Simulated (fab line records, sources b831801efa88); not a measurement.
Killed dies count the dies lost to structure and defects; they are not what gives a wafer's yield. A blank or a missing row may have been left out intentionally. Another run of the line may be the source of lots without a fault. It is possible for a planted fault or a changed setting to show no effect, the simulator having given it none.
fab line records	flow sky130
record lots=5	wafers=15	last-day=50
route steps=708 shown VIA3@576 PAD_OPEN@708
lots untouched by any fault: they come from a run of this same line in which no faults occurred
start-h: start of the lot's first displayed wafer, in hours after the record's first day	wait-h: hours from the lot's prior step to this one	" repeats the value in the row above	L1.1+2: several wafers, shown together as one row	- no value present, or no start provided	* or withheld: withheld	< > ~ a bound
route shown NAME@n: NAME is a module with steps in the file, n the number in the route of the first one	usual: mean and standard deviation over wafers with no fault	same: alike in all rows	chamber/n: place in a boat	sites: per-site readings	_std_site: the values' standard deviation	_edge_site: outer sites' mean less inner sites'	radius-mm: for every site, how far away it sits from the centre of the wafer	mask NAME#n: copy n	behind: the most recent tool/chamber to have shaped the wafer	hold: reason for holding the lot/hours on hold/outcome of the hold	device: the transistor (n, p or np) that didn't switch	end of line: the same wafers' tests at the end of the route	step lacking rows: just its recipe	killed: not the wafer's yield, but the dies lost to structure and defects at the first sort	map: a wafer's dies, marking killed ones x, the rest . and places with no die _
set.NAME: the setting as run; set.NAME@STEP: as run at that earlier step	model.NAME: the simulator's own value behind a step, which no gauge read
lots seen at some steps along the route; tables by step, rows by wafer
services: a tool's chamber out of use, with start hour (start-h, from the record's first day; less than 0 if before it), hours out, and reason
## steps
# step SKY_VIA3_BOW_MEAS_03
# recipe mode=bow
# usual VIA3_BOW=79/7.1
lot.wafer	tool	chamber	start-h	wait-h	VIA3_BOW[um]
L703.1	film-metro-02	-	925.68	0.2	86
L703.2	"	-	"	"	98
L703.4	"	-	"	"	78
L710.4	film-metro-04	-	986.00	0.2	74
L710.5	"	-	"	"	86
L710.6	"	-	"	"	85
L716.1	film-metro-02	-	1023.91	0.1	83
L716.2	"	-	"	"	83
L716.4	"	-	"	"	77
L719.2	film-metro-01	-	1047.05	0.2	65
L719.4	"	-	"	"	73
L719.6	"	-	"	"	76
L722.2	film-metro-02	-	1054.90	0.3	69
L722.4	"	-	"	"	74
L722.5	"	-	"	"	84
# step SKY_VIA3_DEHYDRATE_04
# recipe temp-c=200	time-s=60
# step SKY_VIA3_HMDS_05
# recipe prime-time-s=60	prime-temp-c=120
# step SKY_VIA3_COAT_06
# recipe resist=BARC	temp-c=withheld	time-s=withheld	spin-rpm=3000	resist-thk-nm=60
# step SKY_VIA3_COAT_07
# recipe resist=KrF-thick	spin-rpm=3000	resist-thk-nm=450
# step SKY_VIA3_SOFTBAKE_08
# recipe temp-c=100	time-s=90	resist=KrF-thick
# step SKY_VIA3_EXPOSE_09
# recipe mask-id=VIM3	na=0.8	source-shape=annular	sigma-inner=0.55	sigma-outer=0.85	target-cd-nm=200	dose-mj=38
# step SKY_VIA3_PEB_10
# recipe peb-temp-c=withheld	peb-time-s=withheld	resist=KrF-thick
# step SKY_VIA3_DEVELOP_11
# recipe develop-time-s=60	resist=KrF-thick	dev-temp-c=21
# step SKY_VIA3_CD_MEAS_12
# recipe target-cd-nm=200
# usual cd-nm=199.9/1.5
lot.wafer	tool	chamber	start-h	wait-h	cd-nm
L703.1	cd-sem-01	-	949.62	-	199.0
L703.2	"	-	"	"	199.9
L703.4	"	-	"	"	200.5
L710.4	cd-sem-01	-	1008.65	-	201.1
L710.5	"	-	"	"	199.7
L710.6	"	-	"	"	200.5
L716.1	cd-sem-02	-	1045.66	-	199.4
L716.2	"	-	"	"	199.9
L716.4	"	-	"	"	199.1
L719.2	cd-sem-01	-	1068.24	-	199.7
L719.4	"	-	"	"	202.6
L719.6	"	-	"	"	200.5
L722.2	cd-sem-02	-	1075.69	-	200.4
L722.4	"	-	"	"	200.1
L722.5	"	-	"	"	200.3
# step SKY_VIA3_OVL_MEAS_13
# usual VIA3_OVL=0/5
lot.wafer	tool	chamber	start-h	wait-h	VIA3_OVL[nm]
L703.1	overlay-01	-	949.74	0.1	-5
L703.2	"	-	"	"	-2
L703.4	"	-	"	"	-6
L710.4	overlay-02	-	1008.73	0.1	11
L710.5	"	-	"	"	9
L710.6	"	-	"	"	7
L716.1	overlay-01	-	1045.78	0.1	-8
L716.2	"	-	"	"	-4
L716.4	"	-	"	"	-4
L719.2	overlay-01	-	1068.35	0.1	4
L719.4	"	-	"	"	6
L719.6	"	-	"	"	3
L722.2	overlay-02	-	1075.80	0.1	-3
L722.4	"	-	"	"	-1
L722.5	"	-	"	"	0
# step SKY_VIA3_ETCH_14
# recipe chemistry=N2/H2	target=BARC	ion-energy-ev=200	source-w=500	bias-w=100	pressure-mtorr=30	n2-flow-sccm=100	h2-flow-sccm=200	stop-on=SiO2	time-s=45.9	target-depth-a=600
# usual chamber-pressure-mTorr=30.000/0.024	drypump-motor-current-A=5.8/0.41	oes-product-au=0.853/0.0053	run-length-s=74.0/0.34	throttle-valve-pct=13.225/0.0091
lot.wafer	tool	chamber	start-h	wait-h	chamber-pressure-mTorr	drypump-motor-current-A	oes-product-au	rf-hours-counter-h	run-length-s	throttle-valve-pct
L703.1	rie-diel-03	2	949.78	0.0	29.991	6.7	0.850	8	74.1	13.221
L703.2	"	1	"	"	30.000	5.1	0.858	9	74.7	13.242
L703.4	"	0	"	"	29.997	5.8	0.855	20	73.9	13.211
L710.4	rie-diel-01	2	1008.75	0.0	29.998	5.4	0.851	8	74.3	13.228
L710.5	"	1	"	"	29.970	5.2	0.859	-	73.6	13.229
L710.6	"	0	"	"	29.965	6.3	0.855	-	73.6	13.230
L716.1	rie-diel-01	3	1045.81	0.0	30.032	6.2	0.862	16	74.3	13.236
L716.2	"	1	"	"	29.988	5.2	0.858	3	73.3	13.241
L716.4	"	2	"	"	29.989	5.4	0.858	9	73.9	13.244
L719.2	rie-diel-04	3	1068.38	0.0	30.001	6.1	0.857	31	73.6	13.216
L719.4	"	2	"	"	29.992	5.9	0.856	12	74.1	13.228
L719.6	"	0	"	"	30.013	5.8	0.858	-	74.2	13.219
L722.2	rie-diel-04	0	1075.83	0.0	30.007	5.8	0.862	20	74.4	13.215
L722.4	"	3	"	"	30.006	6.0	0.852	31	73.8	13.214
L722.5	"	1	"	"	29.954	5.9	0.840	-	73.9	13.231
# step SKY_VIA3_ETCH_15
# recipe target=SiO2	chemistry=C4F8/O2/Ar	target-depth-nm=507	stop-on=TiN	mask-material=KrF-thick	source-w=1500	bias-w=1200	pressure-mtorr=40	c4f8-flow-sccm=withheld	O2_flow_sccm=6	Ar_flow_sccm=300	time-s=78
# usual chamber-pressure-mTorr=40.00/0.035	oes-product-au=0.946/0.0048	run-length-s=106.2/0.31
lot.wafer	tool	chamber	start-h	wait-h	chamber-pressure-mTorr	oes-product-au	run-length-s	model.etch.depth-nm	model.VIA3.feature-depth-nm	model.KrF-thick_of_VIA3_COAT_07.thk-nm
L703.1	rie-diel-03	2	949.82	0.0	40.00	0.939	106.3	464.1	464.1	292
L703.2	"	1	"	"	39.97	0.949	106.4	464.8	464.8	291.8
L703.4	"	0	"	"	40.01	0.947	106.1	464.4	464.4	290.3
L710.4	rie-diel-01	2	1008.79	0.0	39.97	0.945	106.2	465.6	465.6	290.5
L710.5	"	1	"	"	40.04	0.941	105.9	464.7	464.7	287.7
L710.6	"	0	"	"	40.00	0.948	105.8	464.9	464.9	291
L716.1	rie-diel-01	3	1045.86	0.0	40.00	0.951	106.4	464.6	464.6	292.3
L716.2	"	1	"	"	40.03	1.006	91.2	420.8	420.8	305.9
L716.4	"	2	"	"	40.04	0.950	106.2	465.9	465.9	289.6
L719.2	rie-diel-04	3	1068.42	0.0	40.01	0.943	106.5	464.7	464.7	290
L719.4	"	2	"	"	39.97	0.949	106.3	464.7	464.7	289.4
L719.6	"	0	"	"	40.01	0.944	106.1	464.5	464.5	291.7
L722.2	rie-diel-04	0	1075.87	0.0	39.98	0.947	105.9	465	465	291.6
L722.4	"	3	"	"	40.02	0.949	105.8	465.8	465.8	292.1
L722.5	"	1	"	"	40.01	0.947	106.1	465.8	465.8	290.2
# step SKY_VIA3_STRIP_16
# recipe chemistry=O2/N2	power-w=1400	pressure-mtorr=1500	platen-temp-c=withheld	o2-flow-sccm=3000	n2-flow-sccm=300	overash-fraction=0.5
# usual chamber-pressure-mTorr=1500.1/1.4	drypump-motor-current-A=5.6/0.4	o2-flow-sccm=3000/9.9	oes-product-au=0.401/0.0045	strip-time-to-endpoint-s=4.131/0.023
lot.wafer	tool	chamber	start-h	wait-h	chamber-pressure-mTorr	drypump-motor-current-A	o2-flow-sccm	oes-product-au	rf-hours-counter-h	strip-time-to-endpoint-s
L703.1	plasma-asher-02	0	949.88	0.0	1499.2	5.9	3006	0.400	52	4.130
L703.2	"	1	"	"	1499.3	5.1	3015	0.400	52	4.153
L703.4	"	0	"	"	1499.4	5.9	3003	0.404	-	4.103
L710.4	plasma-asher-02	1	1008.88	0.1	1499.1	5.1	3005	0.402	-	4.128
L710.5	"	0	"	"	1502.0	5.9	3009	0.400	-	4.098
L710.6	"	1	"	"	1498.6	5.1	2991	0.397	-	4.135
L716.1	plasma-asher-02	0	1045.92	0.0	1503.6	5.8	2993	0.392	62	4.135
L716.2	"	1	"	"	1499.7	5.1	3014	0.406	62	4.282
L716.4	"	1	"	"	1500.8	5.1	3004	0.413	-	4.112
L719.2	plasma-asher-04	1	1068.48	0.0	1500.3	6.2	2992	0.401	93	4.110
L719.4	"	0	"	"	1500.0	5.8	3009	0.389	-	4.112
L719.6	"	0	"	"	1498.6	5.8	2996	0.396	-	4.127
L722.2	plasma-asher-02	1	1075.93	0.0	1500.8	5.1	2999	0.406	65	4.132
L722.4	"	0	"	"	1502.2	5.9	2989	0.409	-	4.136
L722.5	"	1	"	"	1501.1	5.1	3002	0.403	-	4.111
# step SKY_VIA3_STRIP_17
# recipe chemistry=post-etch-residue-remover	time-s=1200	temp-c=72.5
# step SKY_PAD_OPEN_PROBE_99
# usual defect-limited-yield=82.0/1.9	killed_at_M0_to_M3=45/6.9	killed_at_M4_up=3.0/1.7	killed-at-contacts=25/5.6	killed-at-front-end=15/4.2	killed-at-other=0.3/0.55	killed-dies=89/9.6	killed-open=49/7.2	killed-short=39/6.5
# same gross-dies=492	killed-at-back-side=0
lot.wafer	tool	chamber	start-h	wait-h	defect-limited-yield[%]	killed_at_M0_to_M3	killed_at_M4_up	killed-at-contacts	killed-at-front-end	killed-at-other	killed-dies	killed-open	killed-short	model.etest.tester.sort-n-pass	model.etest.tester.sort_bin_5_pct	model.etest.tester.sort-yield-pct	model.etest.nfet_01v8_turned.open	model.etest.field-n.open	model.etest.cap-li-to-well.open	model.etest.licon-to-gate.open	model.etest.diode-ndiff-pwell-hv.under-floor
L703.1	prober-02	-	1092.55	0.1	84.8	40	2	17	16	0	75	43	32	417	7.927	84.76	0	0	0	0	0
L703.2	prober-02	-	1092.60	0.1	84.3	40	5	19	13	0	77	50	27	415	10.98	84.35	0	0	0	0	0
L703.4	prober-02	-	1092.70	0.2	85.0	38	2	22	12	0	74	42	32	418	8.13	84.96	0	0	0	0	0
L710.4	prober-02	-	1143.29	0.2	78.5	55	4	23	24	0	106	53	53	386	13.21	78.46	0	0	0	0	0
L710.5	prober-02	-	1143.34	0.2	81.3	50	2	20	20	0	92	47	45	400	10.37	81.3	0	0	0	0	0
L710.6	prober-02	-	1143.39	0.2	79.7	47	3	26	23	1	100	51	49	392	11.38	79.67	0	0	0	0	0
L716.1	prober-02	-	1171.10	0.1	84.1	39	6	21	11	1	78	50	28	414	8.74	84.15	0	0	0	0	0
L716.2	prober-02	-	1171.15	0.1	79.5	49	1	26	25	0	101	62	39	1	90.85	0.2033	1	1	1	1	1
L716.4	prober-02	-	1171.25	0.2	80.5	56	4	19	17	0	96	50	46	396	11.18	80.49	0	0	0	0	0
L719.2	prober-01	-	1190.32	0.1	84.3	28	2	34	13	0	77	41	36	415	9.146	84.35	0	0	0	0	0
L719.4	prober-01	-	1190.42	0.2	81.5	48	4	21	18	0	91	45	46	401	11.59	81.5	0	0	0	0	0
L719.6	prober-01	-	1190.52	0.2	81.3	46	4	29	12	1	92	47	45	400	12.6	81.3	0	0	0	0	0
L722.2	prober-02	-	1195.39	0.1	80.1	50	6	28	14	0	98	55	42	394	12.2	80.08	0	0	0	0	0
L722.4	prober-02	-	1195.49	0.2	83.7	49	1	24	6	0	80	53	27	412	10.37	83.74	0	0	0	0	0
L722.5	prober-02	-	1195.54	0.2	79.5	43	2	39	17	0	101	67	34	391	13.41	79.47	0	0	0	0	0
# killed by level:class
L703.1 VIA1:geometric-particle:open=12 VIA3:geometric-particle:open=10 CONTACT:geometric-particle:open=7 FIELD_ISO:geometric-particle:open=5 POLY_GATE:geometric-particle:short=4 METAL3:geometric-particle:short=4 POLY_GATE:geometric-particle:open=3 LOCAL_INTERCONNECT:geometric-particle:short=3
L703.2 VIA1:geometric-particle:open=17 CONTACT:geometric-particle:open=10 VIA3:geometric-particle:open=6 FIELD_ISO:geometric-particle:short=4 LI_CONTACT:geometric-particle:open=4 METAL2:geometric-particle:short=4 VIA2:geometric-particle:short=3 VIA2:geometric-particle:open=3
L703.4 VIA1:geometric-particle:open=13 LI_CONTACT:geometric-particle:open=9 VIA1:geometric-particle:short=6 VIA3:geometric-particle:open=5 LOCAL_INTERCONNECT:geometric-particle:short=4 CONTACT:geometric-particle:open=4 FIELD_ISO:geometric-particle:open=3 POLY_CUT:geometric-particle:short=3
L710.4 VIA1:geometric-particle:open=10 VIA1:geometric-particle:short=9 POLY_GATE:geometric-particle:short=8 CONTACT:geometric-particle:open=8 VIA2:geometric-particle:open=8 LI_CONTACT:geometric-particle:open=6 POLY_GATE:geometric-particle:open=5 METAL1:geometric-particle:short=5
L710.5 VIA2:geometric-particle:open=10 VIA1:geometric-particle:open=9 CONTACT:geometric-particle:open=8 METAL1:geometric-particle:short=7 METAL3:geometric-particle:short=6 POLY_GATE:geometric-particle:short=5 CONTACT:geometric-particle:short=5 VIA1:geometric-particle:short=5
L710.6 FIELD_ISO:geometric-particle:short=12 VIA1:geometric-particle:open=12 CONTACT:geometric-particle:open=10 FIELD_ISO:geometric-particle:open=7 VIA3:geometric-particle:open=6 CONTACT:geometric-particle:short=6 VIA2:geometric-particle:open=5 METAL2:geometric-particle:short=4
L716.1 CONTACT:geometric-particle:open=11 VIA1:geometric-particle:open=10 VIA2:geometric-particle:open=9 VIA3:geometric-particle:open=9 METAL4:geometric-particle:short=5 FIELD_ISO:geometric-particle:open=3 LOCAL_INTERCONNECT:geometric-particle:short=3 CONTACT:geometric-particle:short=3
L716.2 VIA1:geometric-particle:open=13 CONTACT:geometric-particle:open=8 VIA2:geometric-particle:open=8 FIELD_ISO:geometric-particle:open=7 LI_CONTACT:geometric-particle:open=7 POLY_GATE:geometric-particle:open=6 CONTACT:geometric-particle:short=6 METAL1:geometric-particle:short=6
L716.4 METAL1:geometric-particle:short=10 VIA3:geometric-particle:open=8 VIA1:geometric-particle:open=7 METAL2:geometric-particle:short=7 VIA2:geometric-particle:open=7 FIELD_ISO:geometric-particle:open=6 LI_CONTACT:geometric-particle:open=6 VIA2:geometric-particle:short=5
L719.2 LI_CONTACT:geometric-particle:open=9 VIA1:geometric-particle:open=7 CONTACT:geometric-particle:open=6 CONTACT:geometric-particle:short=6 LI_CONTACT:geometric-particle:short=5 LOCAL_INTERCONNECT:geometric-particle:short=5 METAL2:geometric-particle:short=5 VIA2:geometric-particle:open=5
L719.4 VIA1:geometric-particle:open=11 CONTACT:geometric-particle:open=7 LI_CONTACT:geometric-particle:open=6 METAL2:geometric-particle:short=6 VIA1:geometric-particle:short=5 METAL1:geometric-particle:short=5 VIA3:geometric-particle:open=5 VIA2:geometric-particle:open=5
L719.6 VIA1:geometric-particle:open=11 CONTACT:geometric-particle:open=11 LOCAL_INTERCONNECT:geometric-particle:short=7 VIA3:geometric-particle:open=7 VIA1:geometric-particle:short=6 LI_CONTACT:geometric-particle:open=6 METAL2:geometric-particle:short=6 VIA2:geometric-particle:open=5
L722.2 VIA1:geometric-particle:open=13 CONTACT:geometric-particle:open=8 VIA3:geometric-particle:open=8 POLY_GATE:geometric-particle:open=7 LI_CONTACT:geometric-particle:short=7 LI_CONTACT:geometric-particle:open=6 VIA1:geometric-particle:short=6 METAL2:geometric-particle:short=6
L722.4 CONTACT:geometric-particle:open=11 VIA1:geometric-particle:open=11 VIA3:geometric-particle:open=8 VIA2:geometric-particle:open=7 LI_CONTACT:geometric-particle:open=6 VIA1:geometric-particle:short=5 METAL1:geometric-particle:short=4 METAL3:geometric-particle:short=4
L722.5 CONTACT:geometric-particle:open=18 VIA1:geometric-particle:open=12 VIA2:geometric-particle:open=9 LI_CONTACT:geometric-particle:open=8 CONTACT:geometric-particle:short=7 FIELD_ISO:geometric-particle:open=5 VIA3:geometric-particle:open=5 POLY_GATE:geometric-particle:short=4
## services
tool	chamber	start-h	hours	kind
rie-diel-03	2	926.69	11.7	repair
rie-diel-04	2	971.29	7.3	repair
rie-diel-03	-	1067.09	2.8	pm
## key
first-sign step=SKY_VIA3_ETCH_15	reading=run-length-s	direction=down	sigmas=48	usual=*	struck=*
effect step=SKY_VIA3_ETCH_15	reading=oes-product-au	direction=up	sigmas=12	usual=0.946	struck=1.006
effect step=SKY_VIA3_STRIP_16	reading=strip-time-to-endpoint-s	direction=up	sigmas=6.7	usual=*	struck=*
model-effect step=SKY_VIA3_ETCH_15	value=etch.depth-nm	without=465	struck=420.8
model-effect step=SKY_PAD_OPEN_PROBE_99	value=etest.tester.sort-n-pass	without=391	struck=1
met-at SKY_VIA3_ETCH_15
struck-wafers L716.2
onset-between 1008.79 1045.86
fault kind=process-parameter-drift	tool=rie-diel-01	chamber=-	onset-h=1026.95	steps=SKY_VIA3_ETCH_15	channel=time-s	offset=*	shape=step	end-h=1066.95	scope=struck-wafers-only	acts-in=*	stated=*
